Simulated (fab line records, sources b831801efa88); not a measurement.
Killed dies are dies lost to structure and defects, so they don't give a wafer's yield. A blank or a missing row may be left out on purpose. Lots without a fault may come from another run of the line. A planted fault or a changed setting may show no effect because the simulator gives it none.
Which tool did it? | flow gf180mcu | 13 lots, 38 wafers sampled, at 4 steps of a route of 602

WHAT THE GAUGES READ, wafer by wafer
GF_TOP_METAL_THK_MEAS_06: measures by xrf.
lot  | measured     | on            | TOP_METAL_ALCU_THK (nm)
L953 | day 27 12:31 | film_metro-02 | 869 890 879
L955 | day 28 07:04 | film_metro-02 | 875 872 871
L956 | day 28 11:02 | film_metro-03 | 886 878 893
L957 | day 28 17:02 | film_metro-02 | 926 928 910
L958 | day 28 19:34 | film_metro-02 | 905 918 899
L959 | day 29 08:41 | film_metro-02 | 884 878 877
L960 | day 29 21:22 | film_metro-02 | 913 892
L962 | day 29 23:38 | film_metro-04 | 909 907 891
L963 | day 30 09:59 | film_metro-02 | 882 905 881
L964 | day 30 13:19 | film_metro-04 | 896 905 887
L969 | day 31 19:32 | film_metro-03 | 946 911 950
L970 | day 32 07:04 | film_metro-03 | 897 894 904
L975 | day 33 14:58 | film_metro-02 | 900 898 887

GF_TOP_METAL_CD_MEAS_14: target cd 440 nm.
lot  | measured     | on        | cd_nm (nm)
L953 | day 28 08:01 | cd_sem-01 | 435.6 435.2 434.9
L955 | day 29 02:07 | cd_sem-02 | 441.3 441.7 440.8
L956 | day 29 06:16 | cd_sem-02 | 439.4 437.1 438.2
L957 | day 29 12:04 | cd_sem-01 | 437.8 435.4 436.6
L958 | day 29 15:13 | cd_sem-02 | 438.4 438.9 438.7
L959 | day 30 03:31 | cd_sem-01 | 440.6 439.8 440.9
L960 | day 30 16:00 | cd_sem-02 | 438.9 436.3
L962 | day 30 17:41 | cd_sem-01 | 438.6 439.1 439.8
L963 | day 31 03:30 | cd_sem-02 | 437.6 436.4 438.6
L964 | day 31 06:48 | cd_sem-02 | 437.5 439.8 439.8
L969 | day 32 11:56 | cd_sem-02 | 435.9 432.5 434.9
L970 | day 33 03:45 | cd_sem-01 | 440.0 438.4 437.2
L975 | day 34 06:19 | cd_sem-01 | 437.0 439.8 437.4

WHICH TOOL RAN EACH LOT (tool, then ch and the chambers of the sampled wafers, then the start)
lot  | GF_M1_STRIP_17                       | GF_TOP_METAL_SPUTTER_02
L953 | plasma_asher-04 ch 0,1, day 17 07:32 | pvd_sputter-02, day 27 12:17
L955 | plasma_asher-02 ch 0,1, day 18 07:28 | pvd_sputter-01, day 28 06:52
L956 | plasma_asher-04 ch 0,1, day 18 11:17 | pvd_sputter-01, day 28 10:49
L957 | plasma_asher-04 ch 0,1, day 18 19:51 | pvd_sputter-03, day 28 16:49
L958 | plasma_asher-04 ch 0,1, day 18 22:10 | pvd_sputter-03, day 28 19:20
L959 | plasma_asher-03 ch 0,1, day 19 12:25 | pvd_sputter-01, day 29 08:28
L960 | plasma_asher-02 ch 0,1, day 20 03:49 | pvd_sputter-03, day 29 21:09
L962 | plasma_asher-03 ch 0,1, day 20 09:54 | pvd_sputter-03, day 29 23:25
L963 | plasma_asher-03 ch 0,1, day 20 21:50 | pvd_sputter-02, day 30 09:47
L964 | plasma_asher-03 ch 0,1, day 21 02:46 | pvd_sputter-02, day 30 13:07
L969 | plasma_asher-03 ch 0,1, day 22 19:46 | pvd_sputter-03, day 31 19:18
L970 | plasma_asher-03 ch 0,1, day 23 07:32 | pvd_sputter-01, day 32 06:52
L975 | plasma_asher-02 ch 0,1, day 25 01:10 | pvd_sputter-01, day 33 14:45
- GF_M1_STRIP_17: strips in O2/N2.
- GF_TOP_METAL_SPUTTER_02: material AlCu, target thk 900 nm, time 47.82 s.

WHAT THE TOOLS THEMSELVES READ (means of the sampled wafers that have a number; where no wafer has one, the mark that the record gives instead)
GF_M1_STRIP_17.
lot  | tool            | drypump_motor_current_A (A) | heater_power_w (W) | oes_product_au (a.u.) | strip_time_to_endpoint_s (s)
L953 | plasma_asher-04 | 6.4                         | 338                | 0.536                 | 7.37
L955 | plasma_asher-02 | 5.7                         | 351                | 0.536                 | 7.36
L956 | plasma_asher-04 | 6.4                         | 335                | 0.538                 | 7.42
L957 | plasma_asher-04 | 6.2                         | 328                | 0.535                 | 7.42
L958 | plasma_asher-04 | 6.1                         | 330                | 0.536                 | 7.43
L959 | plasma_asher-03 | 5.9                         | 321                | 0.533                 | 7.38
L960 | plasma_asher-02 | 5.9                         | 347                | 0.538                 | 7.44
L962 | plasma_asher-03 | 5.8                         | 328                | 0.546                 | 7.49
L963 | plasma_asher-03 | 5.8                         | 331                | 0.539                 | 7.51
L964 | plasma_asher-03 | 5.8                         | 331                | 0.539                 | 7.34
L969 | plasma_asher-03 | 5.9                         | 319                | 0.547                 | 7.46
L970 | plasma_asher-03 | 5.9                         | 319                | 0.540                 | 7.33
L975 | plasma_asher-02 | 5.6                         | 351                | 0.544                 | 7.48

GF_TOP_METAL_SPUTTER_02.
lot  | tool           | throttle_valve_pct (%)
L953 | pvd_sputter-02 | 30.0
L955 | pvd_sputter-01 | 29.4
L956 | pvd_sputter-01 | 29.8
L957 | pvd_sputter-03 | 31.2
L958 | pvd_sputter-03 | 31.0
L959 | pvd_sputter-01 | 30.4
L960 | pvd_sputter-03 | 30.3
L962 | pvd_sputter-03 | 30.4
L963 | pvd_sputter-02 | 29.1
L964 | pvd_sputter-02 | 29.8
L969 | pvd_sputter-03 | 30.1
L970 | pvd_sputter-01 | 28.9
L975 | pvd_sputter-01 | 29.9

THE ANSWER, worked out from the rows above alone
Rule: what is usual is taken from the lots themselves. Put in order of their means at a reading, lots are off if they are a third of the lots or fewer, leave a main group of 4 or more, and stand apart from it by a gap of 3 or more times the standard deviation of the main group's means; of several such gaps the widest counts. A main group whose means are all the same, to the digits that the tables above print for the reading, isn't used. A lot without any number at a reading at which 4 lots or more have one is off too. The other lots that the step has rows for count as sound. The gauges are gone through in route order, then the tools' own readings, and for those a lot's mean is taken as printed above. The first step at which some lot is off is used, and at that step the reading that is off furthest; a lot without a number counts as furthest.
No lot is off at any reading shown: from this, nothing can be told.

WHAT THE SIMULATOR HAD PUT IN
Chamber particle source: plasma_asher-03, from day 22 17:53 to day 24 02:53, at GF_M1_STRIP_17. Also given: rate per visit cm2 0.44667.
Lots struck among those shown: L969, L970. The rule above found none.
